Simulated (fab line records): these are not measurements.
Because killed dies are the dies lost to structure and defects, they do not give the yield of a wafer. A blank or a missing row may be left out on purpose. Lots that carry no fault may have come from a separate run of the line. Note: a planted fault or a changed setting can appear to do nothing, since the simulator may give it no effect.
Struck lot and sound lot, side by side	flow sky130	14 steps out of a route of 708
Sound: these wafers, L586.1, L586.2, L586.4. Struck: wafers L580.2, L580.3, L580.5. Last of all comes the cause.
At each step with rows: each side's tool, then ch and its chambers, then its first start. Under that, the readings that differ: sound wafers	struck wafers	difference of the means	sigmas: that difference in standard deviations of wafers without a fault.
alike: readings with means less than 2 such deviations apart, plus words and numbers identical on both sides. not compared: withheld readings, readings lacking a value on some wafer, bounds such as >300 that could conceal the same value, and numbers that have no deviation in the record and whose values overlap.
A row with sigmas, a row that says differs or no value, or rows on one side alone: a step with any of these is where the two part. When numbers do not overlap yet have no deviation, they are printed without sigmas and do not part them. A reading that every wafer of one side lacks parts them only if that side has two wafers or more.

SKY_METAL1_SPUTTER_00: material Ti, target thk 15 nm, time 10 s.
  sound on pvd_sputter-02 at day 34 11:20; struck on pvd_sputter-01 at day 32 14:16
  alike: throttle_valve_pct
SKY_METAL1_SPUTTER_01: material TiN, target thk 20 nm, time 16.7 s.
  sound on pvd_sputter-02 at day 34 11:22; struck on pvd_sputter-01 at day 32 14:17
  alike: throttle_valve_pct
SKY_METAL1_SPUTTER_02: material AlCu, target thk 250 nm, time 13.3 s.
  sound on pvd_sputter-02 at day 34 11:23; struck on pvd_sputter-01 at day 32 14:19
  alike: throttle_valve_pct
SKY_METAL1_SPUTTER_03: material Ti, target thk 5 nm, time 3.3 s.
  sound on pvd_sputter-02 at day 34 11:25; struck on pvd_sputter-01 at day 32 14:20
  alike: throttle_valve_pct
SKY_METAL1_SPUTTER_04: material TiN, target thk 70 nm, time 58.3 s.
  sound on pvd_sputter-02 at day 34 11:26; struck on pvd_sputter-01 at day 32 14:22
  alike: throttle_valve_pct
SKY_METAL1_RS_MEAS_05: measurement is done with a four-point probe.
  sound on film_metro-04 at day 34 11:28; struck on film_metro-02 at day 32 14:26
  alike: METAL1_ALCU_RS
SKY_METAL1_THK_MEAS_06: measures by xrf.
  sound on film_metro-04 at day 34 11:35; struck on film_metro-02 at day 32 14:32
  alike: METAL1_ALCU_THK
then, 5 steps without rows for these wafers: SKY_METAL1_DEHYDRATE_07 (time 60 s); SKY_METAL1_HMDS_08 (prime time 60 s); SKY_METAL1_COAT_09 (resist thk 60 nm); SKY_METAL1_COAT_10 (resist thk 450 nm); SKY_METAL1_SOFTBAKE_11 (time 90 s).
SKY_METAL1_EXPOSE_12: exposes mask MM1, target cd 140 nm.
  struck on krf_scanner-02, day 33 04:15; sound on krf_scanner-02 ch 0, day 35 00:45
  no value came back on the struck wafers for exposure_dose_mJ_cm2, focus_offset_nm (nm); on the sound wafers exposure_dose_mJ_cm2 reads 27.92 27.92 27.94
  alike: mask
then, 1 step without rows for these wafers: SKY_METAL1_PEB_13.

== WHERE THEY PART ==
Within this record, at SKY_METAL1_EXPOSE_12 only.

WHY: the cause the simulator had injected
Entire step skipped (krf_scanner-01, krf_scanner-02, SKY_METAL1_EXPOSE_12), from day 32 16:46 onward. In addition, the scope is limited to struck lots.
